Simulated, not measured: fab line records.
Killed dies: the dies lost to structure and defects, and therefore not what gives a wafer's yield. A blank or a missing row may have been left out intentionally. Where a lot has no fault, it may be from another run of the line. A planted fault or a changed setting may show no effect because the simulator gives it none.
Split-lot study ; flow gf180mcu ; 23 wafers read across 5 lots, on a route 602 steps long

## THE SPLIT
At GF_HV_LDD_EXPOSE_43 (exposes mask Pplus HV AREA, target cd 400 nm), the setting doseMj was moved away from the recipe's 140 on 10 of the 23 wafers read, by -5.0% to +5.6%. This setting was run at the recipe's value on the other wafers.

## FROM THE SPLIT TO THE READING: what the file shows between them, 2 steps
- GF_HV_LDD_PEB_44
- GF_HV_LDD_DEVELOP_45: develop time 57.07 s

## THE READING
At GF_HV_LDD_CD_MEAS_46: cdNm in nanometres, against a target cd of 400 nm. On this fab line, fault-free wafers typically give 395.2 nm with a standard deviation of 2.3 nm.

wafer;tool, chamber at the split;doseMj as run;against the recipe;cdNm, nm;against lot-mates on the recipe
L075.1;ilineStepper-02, 0;147.9;+5.6%;413.6;+17.3
L075.2;ilineStepper-02, 0;140;recipe;396.5;-
L075.3;ilineStepper-02, 0;140;recipe;396.3;-
L075.5;ilineStepper-02, 0;147.9;+5.6%;413.6;+17.3
L075.6;ilineStepper-02, 0;140;recipe;396.2;-
L077.2;ilineStepper-01, 0;137.3;-1.9%;387.6;-5.9
L077.3;ilineStepper-01, 0;137.3;-1.9%;387.3;-6.2
L077.4;ilineStepper-01, 0;140;recipe;392.5;-
L077.5;ilineStepper-01, 0;140;recipe;394.6;-
L077.6;ilineStepper-01, 0;140;recipe;393.5;-
L080.1;ilineStepper-01, 0;140;recipe;397.7;-
L080.3;ilineStepper-01, 0;140;recipe;398.7;-
L080.6;ilineStepper-01, 0;140;recipe;398.7;-
L082.1;ilineStepper-01, 0;140;recipe;391.0;-
L082.2;ilineStepper-01, 0;133;-5.0%;378.3;-14.1
L082.3;ilineStepper-01, 0;133;-5.0%;378.3;-14.1
L082.5;ilineStepper-01, 0;140;recipe;393.7;-
L082.6;ilineStepper-01, 0;133;-5.0%;377.6;-14.8
L085.1;ilineStepper-02, 0;144.5;+3.2%;402.0;+8.5
L085.2;ilineStepper-02, 0;140;recipe;393.9;-
L085.3;ilineStepper-02, 0;140;recipe;393.2;-
L085.5;ilineStepper-02, 0;144.5;+3.2%;402.3;+8.8
L085.6;ilineStepper-02, 0;144.5;+3.2%;400.1;+6.6

THE FIT
A straight line over all 23 wafers: cdNm changes by +3.14 nm for each +1% of doseMj; r = +0.97; the points scatter about the line by 2.3 nm.
The same after taking each lot's own level away (the mean of its wafers on the recipe; 23 wafers): +2.87 nm for each +1%; r = +0.99; scatter 0.92 nm.
On that fit, the largest move of doseMj shifts the reading by 16 nm.
The span of the lots' own levels, 392.35 to 398.37 nm, comes to 2.6 times the standard deviation stated above.
So the lot-to-lot level changes the slope little: the two slopes agree.
Check: +15.8 nm against its lot-mates is what the line predicts for one of the wafers moved furthest among these (+5.6%) when that wafer is left out of the fit. It came out at +17.3 nm against them.

## OTHER SPLITS ON THESE WAFERS
Note: prior to the reading, these wafers also went through further splits. Each is held against what the fit with the lots' levels taken away leaves over:
other split on the same wafers;wafers away from the commonest value;r with cdNm (lot level and that fit taken away)
GF_DUAL_GATE_OXIDATION_02 tempC;15;+0.31
GF_HV_LDD_EXPOSE_04 doseMj;5;+0.06
GF_HV_LDD_DEVELOP_06 devTempC;4;+0.30
GF_HV_LDD_DEVELOP_18 developTimeS;7;+0.06
GF_HV_LDD_EXPOSE_28 doseMj;8;+0.24
GF_HV_LDD_DEVELOP_30 developTimeS;8;-0.12

## THE WHOLE CHAIN: every reading that the file lists as answering this split, in the file's order
step;what it does;reading;change (the file's fit);r (the file's)
GF_HV_LDD_DEVELOP_45;develop time 57.07 s;HV_LDD.cdNm (the simulator's own value, which no gauge read);+2.85 nm for each +1% of the setting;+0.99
GF_HV_LDD_CD_MEAS_46;target cd 400 nm;cdNm;+2.9 nm for each +1% of the setting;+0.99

## THE FILE'S OWN FIT
cdNm changes by +2.9 nm for each +1% of doseMj, r = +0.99.
